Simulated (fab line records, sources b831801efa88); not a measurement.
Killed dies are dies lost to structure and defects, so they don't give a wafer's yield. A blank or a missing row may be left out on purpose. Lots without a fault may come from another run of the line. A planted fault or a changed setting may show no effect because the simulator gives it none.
A struck lot beside a sound one | flow sky130 | 21 steps out of a route of 708
Sound: wafers L659.2, L659.3, L659.4. Struck: wafers L661.2, L661.3, L661.6. The cause comes at the end.
At each step with rows: each side's tool, then ch and its chambers, then its first start. Under that, the readings that differ: sound wafers | struck wafers | difference of the means | sigmas: that difference in standard deviations of wafers without a fault.
alike: readings whose means differ by less than 2 such deviations, and words and numbers that are the same on both sides. not compared: withheld readings, readings that some wafer has no value for, bounds like >300 that may hide the same value, and numbers for which the record gives no deviation and whose values overlap.
The two part at a step that has a row with sigmas, a row that says differs or no value, or rows on one side only. Numbers that don't overlap but have no deviation are shown without sigmas and don't part them. A reading that every wafer of one side lacks parts them only if that side has two wafers or more.

SKY_SONOS_ONO_OVL_MEAS_14:
  sound on overlay-02, day 12 22:02; struck on overlay-01, day 13 22:14
  alike: SONOS_ONO_OVL
SKY_SONOS_ONO_ETCH_15: etches the open film in CHF3/O2, target depth 19.52 nm, time 7.8 s.
  sound on rie_diel-04 ch 2,3, day 12 22:04; struck on rie_diel-02 ch 0,1, day 13 22:16
  reading                        | sound             | struck            | difference | sigmas
  chamber_pressure_mTorr (mTorr) | 39.99 40.02 40.01 | 39.99 39.21 39.98 | -0.28      | -4
  alike: bias_w, drypump_motor_current_A, oes_product_au, throttle_valve_pct
  not compared: rf_hours_counter_h
then, 1 step without rows for these wafers: SKY_SONOS_ONO_WET_ETCH_16 (etches SiO2 in dHF, target depth 14 nm, time 280 s).
SKY_SONOS_ONO_STRIP_17: strips in O2/N2.
  sound on plasma_asher-03 ch 0,1, day 12 22:10; struck on plasma_asher-03 ch 0, day 13 22:23
  reading                      | sound             | struck            | difference | sigmas
  strip_time_to_endpoint_s (s) | 14.12 14.16 14.11 | 14.05 14.05 14.07 | -0.07      | -2
  alike: chamber_pressure_mTorr, drypump_motor_current_A, oes_product_au
  not compared: rf_hours_counter_h
then, 3 steps without rows for these wafers: SKY_SONOS_ONO_WET_ETCH_18 (etches Si3N4 in H3PO4, target depth 15 nm, time 172 s); SKY_GATE_OXIDE_CLEAN_00 (cleans in SC1/SC2, time 150 s); SKY_GATE_OXIDE_OXIDATION_01 (stabilise 600 s, purge 300 s, target thk 10.268 nm).
SKY_GATE_OXIDE_THK_MEAS_02:
  sound on film_metro-02, day 13 00:48; struck on film_metro-01, day 14 00:26
  alike: GATE_OXIDE_OXIDATION_00_THK
then, 4 steps without rows for these wafers: SKY_GATE_OXIDE_DEHYDRATE_03 (time 60 s); SKY_GATE_OXIDE_HMDS_04 (prime time 60 s); SKY_GATE_OXIDE_COAT_05 (resist thk 1140 nm); SKY_GATE_OXIDE_SOFTBAKE_06 (time 60 s).
SKY_GATE_OXIDE_EXPOSE_07: exposes mask LVOM, target cd 600 nm.
  sound on iline_stepper-01 ch 0, day 13 13:52; struck on iline_stepper-01 ch 0, day 14 13:23
  reading | sound                | struck               | difference | sigmas
  mask    | LVOM#0 LVOM#0 LVOM#0 | TUNM#0 TUNM#0 TUNM#0 | differs    |
then, 2 steps without rows for these wafers: SKY_GATE_OXIDE_PEB_08; SKY_GATE_OXIDE_DEVELOP_09 (develop time 60 s).
SKY_GATE_OXIDE_OVL_MEAS_10:
  sound on overlay-02, day 14 02:37; struck on overlay-01, day 15 01:47
  reading             | sound        | struck | difference                    | sigmas
  GATE_OXIDE_OVL (nm) | 1.4 0.5 -0.2 | - - -  | no value on the struck wafers |
then, 2 steps without rows for these wafers: SKY_GATE_OXIDE_IMPLANT_11; SKY_GATE_OXIDE_WET_ETCH_12 (etches SiO2 in dHF, target depth 16.8 nm, time 336 s).
SKY_GATE_OXIDE_STRIP_13: strips in O2/N2.
  sound on plasma_asher-01 ch 0,1, day 14 02:55; struck on plasma_asher-02 ch 0,1, day 15 02:04
  alike: chamber_pressure_mTorr, drypump_motor_current_A, oes_product_au, strip_time_to_endpoint_s
  not compared: rf_hours_counter_h
SKY_GATE_OXIDE_TW_MEAS_14:
  sound on film_metro-01, day 14 03:01; struck on film_metro-01, day 15 02:29
  reading       | sound             | struck         | difference | sigmas
  GATE_OXIDE_TW | 224.9 225.7 225.4 | 30.2 30.4 30.3 | -195.0     | -99 or more
  not compared: hold
SKY_PAD_OPEN_PROBE_99:
  the record has rows for the sound wafers here (prober-02, day 46 06:38) and none for the struck ones

WHERE THEY PART
First at SKY_SONOS_ONO_ETCH_15; last, within this record, at SKY_PAD_OPEN_PROBE_99.

WHY: what the simulator had put in
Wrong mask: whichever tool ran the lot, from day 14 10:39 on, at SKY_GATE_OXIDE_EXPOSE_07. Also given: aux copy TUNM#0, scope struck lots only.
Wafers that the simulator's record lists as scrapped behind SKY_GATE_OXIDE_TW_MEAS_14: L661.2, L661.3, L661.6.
